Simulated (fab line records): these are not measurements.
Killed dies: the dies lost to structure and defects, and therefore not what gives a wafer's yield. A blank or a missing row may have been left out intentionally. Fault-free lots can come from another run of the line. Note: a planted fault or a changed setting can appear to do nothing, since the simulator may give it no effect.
Struck lot and sound lot, side by side ; flow sky130 ; 16 steps out of a route of 708
Sound: wafers L509.3, L509.5, L509.6. Struck: wafers L507.1, L507.2, L507.4. At the end, the cause is stated.
At each step with rows: each side's tool, then ch and its chambers, then its first start. Under that, the readings that differ: sound wafers ; struck wafers ; difference of the means ; sigmas: that difference in standard deviations of wafers without a fault.
alike: same words and numbers on both sides, and readings whose means sit less than 2 such deviations apart. not compared: any withheld reading, any reading some wafer has no value for, any bound like >300 that may hide the same value, and any number with overlapping values for which the record gives no deviation.
A row with sigmas, a row that says differs or no value, or rows on one side alone: a step with any of these is where the two part. Numbers that don't overlap but have no deviation are shown without sigmas and don't part them. Lack of a reading on every wafer of one side parts them only where that side has two or more wafers.

first, 3 steps without rows for these wafers: SKY_VIA2_EXPOSE_09 (exposes mask VIM2, target cd 200 nm); SKY_VIA2_PEB_10; SKY_VIA2_DEVELOP_11 (develop time 60 s).
SKY_VIA2_CD_MEAS_12: target cd 200 nm.
  struck on cd-sem-01, day 38 17:44; sound on cd-sem-02, day 39 14:50
  alike: cd-nm
SKY_VIA2_OVL_MEAS_13:
  struck on overlay-02, day 38 17:51; sound on overlay-01, day 39 14:56
  alike: VIA2_OVL
SKY_VIA2_ETCH_14: etches BARC in N2/H2, stops on SiO2, time 45.9 s, target depth 60 nm.
  sound on rie-diel-04 ch 2,3, day 39 14:58; struck on rie-diel-02 ch 0,2,3, day 38 17:53
  alike: drypump-motor-current-A, h2-flow-sccm, oes-product-au, throttle-valve-pct
  not compared: rf-hours-counter-h
SKY_VIA2_ETCH_15: etches SiO2 in C4F8/O2/Ar, stops on TiN, target depth 546 nm, time 84 s.
  sound on rie-diel-04 ch 2,3, day 39 15:00; struck on rie-diel-02 ch 0,2,3, day 38 17:56
  alike: oes-product-au
  not compared: rf-hours-counter-h
SKY_VIA2_STRIP_16: strips in O2/N2.
  sound on plasma-asher-02 ch 0,1, day 39 15:06; struck on plasma-asher-02 ch 0,1, day 38 17:59
  alike: drypump-motor-current-A, oes-product-au, strip-time-to-endpoint-s
  not compared: rf-hours-counter-h
then, 3 steps without rows for these wafers: SKY_VIA2_STRIP_17 (strips in post etch residue remover, time 1200 s); SKY_VIA2_CLEAN_18 (cleans in IPA, time 180 s); SKY_VIA2_CLEAN_19 (cleans in O3/DIW).
SKY_VIA2_SPUTTER_20: material TiN, target thk 20 nm, time 80 s.
  struck on pvd-sputter-04, day 38 18:35; sound on pvd-sputter-01, day 39 15:40
  alike: throttle-valve-pct
SKY_VIA2_CVD_21: deposits W, target thk 420 nm, time 126.4 s.
  sound on cvd-w-02 ch 0,1, day 39 15:46; struck on cvd-w-01 ch 0,1, day 38 18:38
  no value came back on the struck wafers for chamber-pressure-Torr (Torr), heater-power-outer-w (W), heater-power-w (W), susceptor-temp-C (C); on the sound wafers chamber-pressure-Torr (Torr) reads 40.06 40.15 40.04
  not compared: since-wet-clean-h
SKY_VIA2_RS_MEAS_22: measurement is done with a four-point probe.
  struck on film-metro-02, day 38 18:46; sound on film-metro-02, day 39 15:54
reading;sound;struck;difference;sigmas
VIA2_W_RS (ohm/sq);0.272 0.270 0.276;57.268 57.921 58.813;+57.728;+99 or more
SKY_VIA2_THK_MEAS_23: measures by xrf.
  struck on film-metro-02, day 38 18:53; sound on film-metro-02, day 39 16:00
reading;sound;struck;difference;sigmas
VIA2_W_THK (nm);431 434 423;- - -;no value on the struck wafers;
SKY_VIA2_CMP_24: polishes, stops on SiO2, t overpolish 20 s, target thk 0 nm.
  sound on cmp-02 ch 0,3, day 39 16:05; struck on cmp-02 ch 0,2,3, day 38 18:57
reading;sound;struck;difference;sigmas
time-to-endpoint-s (s);95 98 99;7 3 4;-93;-27
  alike: motor-current-A, retaining-ring-pressure-frac

== WHERE THEY PART ==
First at SKY_VIA2_CVD_21; last, within this record, at SKY_VIA2_CMP_24.

WHY: what the simulator had put in
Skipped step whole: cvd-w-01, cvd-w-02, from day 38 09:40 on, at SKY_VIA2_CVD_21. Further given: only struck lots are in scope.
